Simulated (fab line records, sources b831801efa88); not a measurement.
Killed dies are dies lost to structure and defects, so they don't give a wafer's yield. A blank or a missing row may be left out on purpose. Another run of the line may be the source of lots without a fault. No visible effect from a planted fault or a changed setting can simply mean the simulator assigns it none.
Chamber matching :: flow gf180mcu :: rie diel-02 running GF_V4_ETCH_16: 4 sister chambers
The step etches BARC in N2/H2. 14 wafers are shown with their chamber, then 7 later ones without.

== WAFERS, EACH WITH ITS CHAMBER ==
wafer: L777.3
chamber: 1
throttle valve pct (%): 13.233
oes product au (a.u.): 0.860

wafer: L777.4
chamber: 0
throttle valve pct (%): 13.213
oes product au (a.u.): 0.861

wafer: L777.6
chamber: 0
throttle valve pct (%): 13.224
oes product au (a.u.): 0.852

wafer: L779.1
chamber: 1
throttle valve pct (%): 13.230
oes product au (a.u.): 0.854

wafer: L779.2
chamber: 3
throttle valve pct (%): 13.214
oes product au (a.u.): 0.851

wafer: L779.5
chamber: 2
throttle valve pct (%): 13.236
oes product au (a.u.): 0.861

wafer: L780.2
chamber: 0
throttle valve pct (%): 13.228
oes product au (a.u.): 0.851

wafer: L780.3
chamber: 3
throttle valve pct (%): 13.235
oes product au (a.u.): 0.849

wafer: L780.6
chamber: 3
throttle valve pct (%): 13.229
oes product au (a.u.): 0.860

wafer: L781.1
chamber: 3
throttle valve pct (%): 13.217
oes product au (a.u.): 0.856

wafer: L781.4
chamber: 2
throttle valve pct (%): 13.224
oes product au (a.u.): 0.855

wafer: L781.6
chamber: 0
throttle valve pct (%): 13.219
oes product au (a.u.): 0.840

wafer: L789.1
chamber: 3
throttle valve pct (%): 13.222
oes product au (a.u.): 0.857

wafer: L789.4
chamber: 3
throttle valve pct (%): 13.226
oes product au (a.u.): 0.857

SIGNATURES (means of the wafers above)
reading: throttle valve pct
chamber 0: 13.22100
chamber 1: 13.23150
chamber 2: 13.23000
chamber 3: 13.22383
scatter within a chamber: 0.00711

reading: oes product au
chamber 0: 0.85100
chamber 1: 0.85700
chamber 2: 0.85800
chamber 3: 0.85500
scatter within a chamber: 0.00587
Rule: a wafer's distance from a chamber is the root of the sum, over the readings, of the square of ((its reading less the chamber's mean) divided by the reading's scatter). The wafer belongs to the nearest chamber; if the next one is less than 2 further off, it can't be placed. The scatter is the square root of a quotient: the sum, over the shown wafers, of each reading's squared deviation from its chamber's mean, divided by wafers minus chambers.

== WAFERS WITHOUT THEIR CHAMBER ==
wafer: L789.6
throttle valve pct (%): 13.218
oes product au (a.u.): 0.855

wafer: L794.2
throttle valve pct (%): 13.232
oes product au (a.u.): 0.857

wafer: L794.3
throttle valve pct (%): 13.231
oes product au (a.u.): 0.857

wafer: L794.4
throttle valve pct (%): 13.225
oes product au (a.u.): 0.854

wafer: L798.1
throttle valve pct (%): 13.221
oes product au (a.u.): 0.853

wafer: L798.3
throttle valve pct (%): 13.221
oes product au (a.u.): 0.856

wafer: L798.5
throttle valve pct (%): 13.221
oes product au (a.u.): 0.857

== THE CHAMBER EACH PASSED THROUGH ==
wafer: L789.6
from the rows above: can't be placed: 0 or 3 or 2 or 1
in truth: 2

wafer: L794.2
from the rows above: can't be placed: 1 or 2 or 3 or 0
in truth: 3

wafer: L794.3
from the rows above: can't be placed: 1 or 2 or 3 or 0
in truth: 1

wafer: L794.4
from the rows above: can't be placed: 3 or 0 or 2 or 1
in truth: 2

wafer: L798.1
from the rows above: can't be placed: 0 or 3 or 2 or 1
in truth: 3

wafer: L798.3
from the rows above: can't be placed: 3 or 0 or 2 or 1
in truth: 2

wafer: L798.5
from the rows above: can't be placed: 3 or 0 or 2 or 1
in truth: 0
0 of 7 placed correctly. Can't be placed from these rows: 7 (the true chamber is among the candidates in 7). 0 placed wrongly.
